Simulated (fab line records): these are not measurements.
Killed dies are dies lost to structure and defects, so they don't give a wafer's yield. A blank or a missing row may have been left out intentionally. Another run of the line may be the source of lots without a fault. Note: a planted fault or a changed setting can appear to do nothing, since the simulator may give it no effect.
Which tool did it? ; flow gf180mcu ; 24 lots, 72 wafers sampled, at 6 steps of a route of 602

## WHAT THE GAUGES SHOWED, per wafer
GF_VT_IMPLANT_TW_MEAS_43.
lot;measured;on;VT_IMPLANT_4_TW
L074;day 7 15:20;film metro-04;698 700 693
L075;day 7 20:04;film metro-04;696 696 700
L076;day 8 01:44;film metro-04;697 698 698
L077;day 8 09:55;film metro-03;684 685 682
L078;day 8 15:24;film metro-04;696 693 694
L079;day 8 23:11;film metro-03;683 687 686
L080;day 9 04:45;film metro-02;693 692 696
L081;day 9 11:35;film metro-03;684 683 686
L082;day 9 18:01;film metro-03;684 679 683
L083;day 10 04:04;film metro-02;695 697 693
L084;day 10 10:22;film metro-03;687 683 685
L085;day 10 16:32;film metro-02;693 694 696
L086;day 10 21:37;film metro-04;705 701 705
L087;day 11 05:49;film metro-04;697 698 697
L088;day 11 11:23;film metro-03;686 686 680
L089;day 11 16:44;film metro-03;687 686 685
L090;day 11 22:11;film metro-04;697 702 699
L091;day 12 08:41;film metro-03;679 679 683
L092;day 12 13:12;film metro-04;703 699 702
L093;day 12 20:14;film metro-03;686 685 683
L094;day 13 01:08;film metro-02;694 694 694
L095;day 13 12:04;film metro-03;684 683 681
L096;day 13 17:52;film metro-03;683 687 682
L097;day 14 04:10;film metro-04;706 701 704

GF_HV_LDD_TW_MEAS_23.
lot;measured;on;HV_LDD_2_TW
L074;day 10 22:44;film metro-01;1073 1062 1069
L075;day 11 03:27;film metro-01;1070 1058 1064
L076;day 11 09:18;film metro-01;1066 1069 1064
L077;day 11 16:46;film metro-02;1055 1062 1059
L078;day 12 01:13;film metro-01;1065 1063 1061
L079;day 12 09:35;film metro-03;1037 1048 1042
L080;day 12 13:38;film metro-01;1062 1068 1060
L081;day 12 21:49;film metro-01;1063 1064 1064
L082;day 13 06:28;film metro-02;1063 1061 1066
L083;day 13 17:56;film metro-02;1061 1057 1069
L084;day 14 00:02;film metro-01;1063 1072 1070
L085;day 14 07:08;film metro-01;1068 1067 1060
L086;day 14 12:29;film metro-03;1044 1043 1048
L087;day 14 19:54;film metro-03;1050 1046 1038
L088;day 15 02:32;film metro-02;1058 1059 1060
L089;day 15 09:43;film metro-03;1055 1054 1054
L090;day 15 17:14;film metro-02;1055 1060 1060
L091;day 16 06:40;film metro-03;1046 1050 1049
L092;day 16 09:13;film metro-02;1058 1065 1067
L093;day 16 21:06;film metro-03;1044 1046 1039
L094;day 17 01:56;film metro-03;1054 1056 1052
L095;day 17 10:02;film metro-01;1072 1078 1079
L096;day 17 16:24;film metro-01;1076 1075 1073
L097;day 18 05:53;film metro-03;1052 1054 1050

GF_HV_LDD_OVL_MEAS_47.
lot;measured;on;HV_LDD_03_OVL (nm)
L074;day 12 13:01;overlay-02;2.9 0.9 3.6
L075;day 12 16:43;overlay-02;0.9 0.5 1.4
L076;day 13 00:04;overlay-02;1.2 0.7 2.3
L077;day 13 09:23;overlay-02;0.4 -2.3 -1.3
L078;day 13 17:55;overlay-02;-0.9 0.1 -0.5
L079;day 14 01:52;overlay-02;1.1 1.4 1.2
L080;day 14 06:35;overlay-01;1.6 0.6 0.4
L081;day 14 15:07;overlay-01;1.9 1.1 1.3
L082;day 15 00:34;overlay-01;-2.2 0.8 -0.1
L083;day 15 12:25;overlay-02;0.7 0.8 1.5
L084;day 15 17:56;overlay-02;0.5 -0.3 0.1
L085;day 16 02:55;overlay-01;-0.8 -1.3 -0.7
L086;day 16 08:17;overlay-01;0.6 1.6 -0.1
L087;day 16 16:16;overlay-01;0.7 1.7 1.5
L088;day 16 23:22;overlay-01;0.5 -1.2 -1.0
L089;day 17 07:07;overlay-01;-0.5 -0.9 -1.1
L090;day 17 15:16;overlay-01;1.7 1.1 1.9
L091;day 18 05:07;overlay-01;-1.4 -1.0 -0.2
L092;day 18 07:37;overlay-01;-4.1 -4.4 -2.7
L093;day 18 20:37;overlay-02;1.1 -0.6 -1.1
L094;day 19 02:04;overlay-02;-0.6 -2.7 -1.1
L095;day 19 10:28;overlay-02;1.6 -0.8 -0.9
L096;day 19 16:37;overlay-02;-1.1 -0.3 -1.4
L097;day 20 06:52;overlay-01;-1.0 -1.2 -1.3

GF_HV_LDD_THK_MEAS_57.
lot;measured;on;HV_LDD_CVD_56_THK (nm)
L074;day 12 16:07;film metro-03;89.3 89.7 89.5
L075;day 12 19:49;film metro-01;90.9 91.0 91.0
L076;day 13 03:10;film metro-01;91.4 91.4 91.9
L077;day 13 14:50;film metro-02;90.1 89.6 90.0
L078;day 13 21:01;film metro-02;89.4 89.3 89.3
L079;day 14 04:57;film metro-01;89.7 90.6 89.6
L080;day 14 09:40;film metro-03;89.4 89.6 89.5
L081;day 14 18:12;film metro-03;90.6 91.1 90.9
L082;day 15 03:40;film metro-01;89.2 89.2 89.2
L083;day 15 16:26;film metro-03;91.1 91.6 91.8
L084;day 15 21:02;film metro-03;89.2 89.1 89.9
L085;day 16 08:15;film metro-01;89.0 87.8 88.8
L086;day 16 11:25;film metro-01;90.1 90.0 89.6
L087;day 16 20:46;film metro-02;89.0 89.2 89.3
L088;day 17 02:28;film metro-02;91.5 91.5 91.2
L089;day 17 10:12;film metro-03;89.7 89.4 89.3
L090;day 17 18:22;film metro-02;88.3 88.8 89.2
L091;day 18 08:43;film metro-03;90.6 89.6 89.7
L092;day 18 11:13;film metro-02;88.6 88.0 87.9
L093;day 18 23:56;film metro-03;89.1 89.5 88.7
L094;day 19 05:10;film metro-02;88.6 88.6 89.5
L095;day 19 14:04;film metro-02;90.1 89.8 90.4
L096;day 19 19:43;film metro-02;90.6 90.5 90.1
L097;day 20 09:57;film metro-03;89.7 90.0 89.4

GF_PSD_OVL_MEAS_08.
lot;measured;on;PSD_OVL (nm)
L074;day 14 08:26;overlay-01;1.5 2.7 2.2
L075;day 14 13:04;overlay-01;1.4 -0.2 -0.8
L076;day 14 19:55;overlay-02;-0.2 1.2 3.1
L077;day 15 08:44;overlay-01;2.2 1.9 3.2
L078;day 15 14:13;overlay-01;-1.1 -1.7 1.0
L079;day 15 22:59;overlay-02;0.6 1.2 2.5
L080;day 16 05:03;overlay-01;-1.1 -1.8 -2.3
L081;day 16 13:58;overlay-01;-2.2 -1.8 -2.1
L082;day 17 00:34;overlay-01;-0.3 -0.5 -0.8
L083;day 17 13:44;overlay-02;1.2 0.4 -0.1
L084;day 17 18:50;overlay-01;-0.4 -0.2 0.1
L085;day 18 06:04;overlay-02;0.4 0.6 2.2
L086;day 18 10:40;overlay-02;0.2 1.3 -0.8
L087;day 18 20:25;overlay-02;-0.4 -0.2 1.3
L088;day 19 01:55;overlay-01;0.5 -0.6 -0.2
L089;day 19 09:52;overlay-01;0.6 1.0 2.5
L090;day 19 18:20;overlay-01;-0.3 0.1 -0.7
L091;day 20 09:16;overlay-02;2.0 0.6 1.5
L092;day 20 12:26;overlay-01;0.1 -0.4 -0.6
L093;day 21 00:55;overlay-01;0.5 1.0 0.7
L094;day 21 06:01;overlay-01;1.8 1.9 -1.1
L095;day 21 14:50;overlay-02;-0.3 -0.5 -1.8
L096;day 21 20:35;overlay-02;1.7 0.6 2.5
L097;day 22 09:31;overlay-02;-0.1 1.9 1.9

## EACH LOT AND THE TOOL THAT RAN IT (in order: tool; ch and the chambers of the sampled wafers; start)
lot;GF_POLY_GATE_ETCH_13
L074;rie si-02 ch 0,1,3, day 9 08:01
L075;rie si-01 ch 0,1,3, day 9 12:28
L076;rie si-01 ch 0,1,3, day 9 18:49
L077;rie si-01 ch 0,1,2, day 10 02:18
L078;rie si-01 ch 0,1,2, day 10 08:16
L079;rie si-02 ch 1,3, day 10 17:52
L080;rie si-02 ch 1,2, day 10 21:52
L081;rie si-02 ch 0,1,2, day 11 05:22
L082;rie si-01 ch 0,1,2, day 11 12:16
L083;rie si-02 ch 0,1,2, day 12 00:03
L084;rie si-02 ch 0,2,3, day 12 06:51
L085;rie si-02 ch 0,2,3, day 12 12:28
L086;rie si-02 ch 0,1,2, day 12 17:46
L087;rie si-01 ch 0,1,2, day 13 01:25
L088;rie si-01 ch 0,1,3, day 13 07:52
L089;rie si-01 ch 0,1,3, day 13 12:52
L090;rie si-01 ch 0,1, day 13 19:00
L091;rie si-01 ch 2,3, day 14 08:15
L092;rie si-02 ch 0,1,3, day 14 10:49
L093;rie si-01 ch 0,2, day 14 22:37
L094;rie si-01 ch 0,2,3, day 15 03:03
L095;rie si-02 ch 1,2,3, day 15 11:25
L096;rie si-02 ch 0,3, day 15 17:39
L097;rie si-02 ch 1,2,3, day 16 06:15
- GF_POLY_GATE_ETCH_13: etches poly-Si in HBr/Cl2, stops on SiO2, target depth 198.5 nm, time 69.6 s.

## WHAT THE TOOLS THEMSELVES READ (means of the sampled wafers that have a number; where no wafer has one, the mark that the record gives instead)
GF_POLY_GATE_ETCH_13.
lot;tool;drypump motor current A (A);oes product au (a.u.);throttle valve pct (%)
L074;rie si-02;5.5;0.994;33.683
L075;rie si-01;5.6;0.997;33.689
L076;rie si-01;5.6;0.991;33.685
L077;rie si-01;5.7;1.002;33.684
L078;rie si-01;5.8;1.002;33.693
L079;rie si-02;5.9;0.989;33.683
L080;rie si-02;5.9;0.993;33.687
L081;rie si-02;5.4;1.000;33.681
L082;rie si-01;5.7;1.001;33.687
L083;rie si-02;5.4;1.003;33.690
L084;rie si-02;5.4;0.993;33.695
L085;rie si-02;5.4;0.993;33.684
L086;rie si-02;5.5;1.001;33.692
L087;rie si-01;5.7;1.001;33.679
L088;rie si-01;5.6;1.010;33.671
L089;rie si-01;5.6;1.008;33.684
L090;rie si-01;5.9;0.988;33.687
L091;rie si-01;5.1;0.992;33.677
L092;rie si-02;5.5;0.987;33.680
L093;rie si-01;5.7;1.007;33.679
L094;rie si-01;5.4;0.991;33.690
L095;rie si-02;5.8;0.977;33.682
L096;rie si-02;5.1;0.987;33.678
L097;rie si-02;5.8;0.993;33.684

## THE ANSWER, worked out from the rows above alone
Rule: the lots themselves supply what counts as usual. Put in order of their means at a reading, lots are off if they are a third of the lots or fewer, leave a main group of 4 or more, and stand apart from it by a gap of 3 or more times the standard deviation of the main group's means; of several such gaps the widest counts. If all means in a main group match to the digits the tables above print for the reading, that group is not used. Also off: a lot with no number at a reading for which 4 or more lots have one. Where the step has rows for the other lots, those lots are counted as sound. After the gauges, taken in route order, come the tools' own readings; for these a lot's mean is taken, as printed above. The first step at which some lot is off is used, and at that step the reading that is off furthest; a lot without a number counts as furthest.
No lot is off at any reading shown: from this, nothing can be told.

## WHAT THE SIMULATOR HAD PUT IN
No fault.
